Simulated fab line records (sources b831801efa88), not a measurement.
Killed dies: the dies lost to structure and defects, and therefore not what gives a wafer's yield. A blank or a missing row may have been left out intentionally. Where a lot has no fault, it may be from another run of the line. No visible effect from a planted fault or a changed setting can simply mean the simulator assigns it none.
What tool caused it?    flow gf180mcu    12 lots with 36 wafers sampled at 5 steps, on a route of 602 steps

== WHAT THE GAUGES SHOWED, per wafer ==
GF_VT_IMPLANT_OVL_MEAS_29.
lot   measured      on          VT_IMPLANT_02_OVL (nm)
L339  day 6 19:08   overlay-01  0.4 -1.9 -0.5
L340  day 7 06:33   overlay-01  0.9 2.3 1.7
L341  day 7 15:14   overlay-02  1.5 2.4 3.6
L342  day 7 17:29   overlay-01  -0.5 -0.1 0.9
L343  day 8 01:29   overlay-01  -0.7 -1.9 -0.7
L352  day 10 10:26  overlay-01  -0.6 0.1 -1.1
L353  day 10 15:38  overlay-01  0.1 1.8 -0.3
L354  day 10 21:11  overlay-02  0.4 0.9 2.3
L356  day 11 11:35  overlay-02  0.5 1.4 1.6
L359  day 12 03:01  overlay-02  1.2 1.8 1.9
L361  day 12 17:41  overlay-01  0.2 1.8 -0.5
L362  day 13 02:53  overlay-02  0.3 -0.1 3.4

GF_VT_IMPLANT_TW_MEAS_43.
lot   measured      on             VT_IMPLANT_4_TW
L339  day 7 11:05   film metro-01  698 699 700
L340  day 7 22:35   film metro-02  689 682 685
L341  day 8 07:42   film metro-03  686 685 685
L342  day 8 10:25   film metro-02  683 686 680
L343  day 8 18:37   film metro-01  697 696 698
L352  day 11 04:05  film metro-02  676 677 674
L353  day 11 09:53  film metro-03  686 685 684
L354  day 11 16:16  film metro-01  694 694 697
L356  day 12 06:47  film metro-02  681 679 680
L359  day 12 22:20  film metro-02  682 682 678
L361  day 13 14:17  film metro-02  682 683 683
L362  day 13 23:58  film metro-03  688 685 689

GF_HV_LDD_RS_MEAS_53: the measuring method here is four-point-probe.
lot   measured      on             HV_LDD_RS (ohm/sq)
L339  day 12 07:47  film metro-01  418.7 418.4 418.5
L340  day 12 22:14  film metro-03  419.2 419.9 419.3
L341  day 13 14:55  film metro-03  419.2 418.8 419.1
L342  day 13 16:42  film metro-01  418.3 418.7 418.2
L343  day 14 04:00  film metro-01  417.5 417.7 415.8
L352  day 16 18:33  film metro-03  416.3 415.2 414.7
L353  day 17 03:17  film metro-01  415.4 414.5 414.0
L354  day 17 08:05  film metro-03  418.3 419.3 420.2
L356  day 18 02:20  film metro-01  417.6 417.8 418.0
L359  day 18 19:01  film metro-01  416.9 417.3 417.5
L361  day 19 14:27  film metro-03  418.5 418.9 417.5
L362  day 20 03:37  film metro-03  417.4 417.2 417.7

== EACH LOT AND THE TOOL THAT RAN IT (in order: tool; ch and the chambers of the sampled wafers; start) ==
lot   GF_HV_LDD_IMPLANT_34             GF_HV_LDD_STRIP_49
L339  implanter-01 ch 0, day 11 11:31  plasma asher-02 ch 0,1, day 12 07:25
L340  implanter-04 ch 0, day 12 01:36  plasma asher-04 ch 1, day 12 21:56
L341  implanter-01 ch 0, day 12 17:23  plasma asher-02 ch 0,1, day 13 14:38
L342  implanter-01 ch 0, day 12 19:28  plasma asher-04 ch 0,1, day 13 16:25
L343  implanter-02 ch 0, day 13 06:49  plasma asher-02 ch 0,1, day 14 03:43
L352  implanter-02 ch 0, day 15 19:05  plasma asher-02 ch 0,1, day 16 18:16
L353  implanter-02 ch 0, day 16 03:37  plasma asher-04 ch 0,1, day 17 03:00
L354  implanter-01 ch 0, day 16 08:20  plasma asher-01 ch 0,1, day 17 07:49
L356  implanter-01 ch 0, day 17 01:46  plasma asher-01 ch 0,1, day 18 01:58
L359  implanter-01 ch 0, day 17 18:35  plasma asher-02 ch 0,1, day 18 18:43
L361  implanter-04 ch 0, day 18 13:17  plasma asher-02 ch 0,1, day 19 14:10
L362  implanter-01 ch 0, day 19 02:28  plasma asher-01 ch 0,1, day 20 03:17
- GF_HV_LDD_IMPLANT_34
- GF_HV_LDD_STRIP_49: strips in O2/N2.

== WHAT THE TOOLS THEMSELVES READ (means of the sampled wafers that have a number; where no wafer has one, the mark that the record gives instead) ==
GF_HV_LDD_IMPLANT_34.
lot   tool          beam on s (s)  dose ions cm2  faraday current uA
L339  implanter-01  10.08          7.520e+12      41.9
L340  implanter-04  10.11          7.506e+12      41.9
L341  implanter-01  9.97           7.503e+12      42.2
L342  implanter-01  9.99           7.503e+12      42.4
L343  implanter-02  9.85           7.501e+12      42.9
L352  implanter-02  10.00          8.685e+12      49.1
L353  implanter-02  10.19          8.683e+12      48.0
L354  implanter-01  9.99           7.507e+12      42.4
L356  implanter-01  10.01          7.490e+12      42.4
L359  implanter-01  9.99           7.503e+12      42.2
L361  implanter-04  9.84           7.495e+12      42.8
L362  implanter-01  10.07          7.508e+12      42.0

GF_HV_LDD_STRIP_49.
lot   tool             drypump motor current A (A)  heater power w (W)  oes product au (a.u.)  strip time to endpoint s (s)
L339  plasma asher-02  6.3                          300                 0.713                  12.58
L340  plasma asher-04  5.2                          367                 0.715                  12.58
L341  plasma asher-02  6.2                          290                 0.721                  12.63
L342  plasma asher-04  5.4                          340                 0.714                  12.63
L343  plasma asher-02  6.2                          300                 0.722                  12.64
L352  plasma asher-02  6.2                          290                 0.717                  12.60
L353  plasma asher-04  5.3                          359                 0.717                  12.65
L354  plasma asher-01  5.3                          331                 0.717                  12.63
L356  plasma asher-01  5.3                          329                 0.718                  12.63
L359  plasma asher-02  6.2                          298                 0.719                  12.64
L361  plasma asher-02  6.3                          291                 0.715                  12.60
L362  plasma asher-01  5.3                          324                 0.720                  12.66

== THE ANSWER, worked out from the rows above alone ==
Rule: usual is defined by the lots themselves. Put in order of their means at a reading, lots are off if they are a third of the lots or fewer, leave a main group of 4 or more, and stand apart from it by a gap of 3 or more times the standard deviation of the main group's means; of several such gaps the widest counts. A main group is skipped when, at the precision printed for the reading in the tables above, its means are all equal. Also off: a lot with no number at a reading for which 4 or more lots have one. All remaining lots with rows at the step are treated as sound. First the gauges in route order, then the tools' own readings, where a lot's mean is used as printed above. At the first step where some lot is off, the reading lying furthest off is the one used; lots without a number count as furthest.
Off, at GF_HV_LDD_IMPLANT_34 on dose ions cm2: L352, L353. Mean 7.504e+12 and standard deviation 7.6e+09 in the main group.
A tool fits if, at that step or a process step before it, it ran every lot that is off, and no sound lot after the first of them. One candidate fits, namely implanter-02 at GF_HV_LDD_IMPLANT_34. Its last sound lot is L343 (day 13 06:49), its first lot that is off L352 (day 15 19:05): a fault that began between those two fits.
The tool's own readings at GF_HV_LDD_IMPLANT_34 bear it out: on the lots that are off they differ by more than 5 times the standard deviation of the sound lots' means. dose ions cm2 reads 8.684e+12 there against 7.504e+12 on the sound lots; faraday current uA reads 48.5 there against 42.3 on the sound lots.

== WHAT THE SIMULATOR PUT IN ==
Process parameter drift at GF_HV_LDD_IMPLANT_34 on implanter-02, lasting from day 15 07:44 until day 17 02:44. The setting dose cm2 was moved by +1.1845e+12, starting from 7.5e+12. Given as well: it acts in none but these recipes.
Shown lots that were struck: L352, L353. The rule given above showed the same thing.
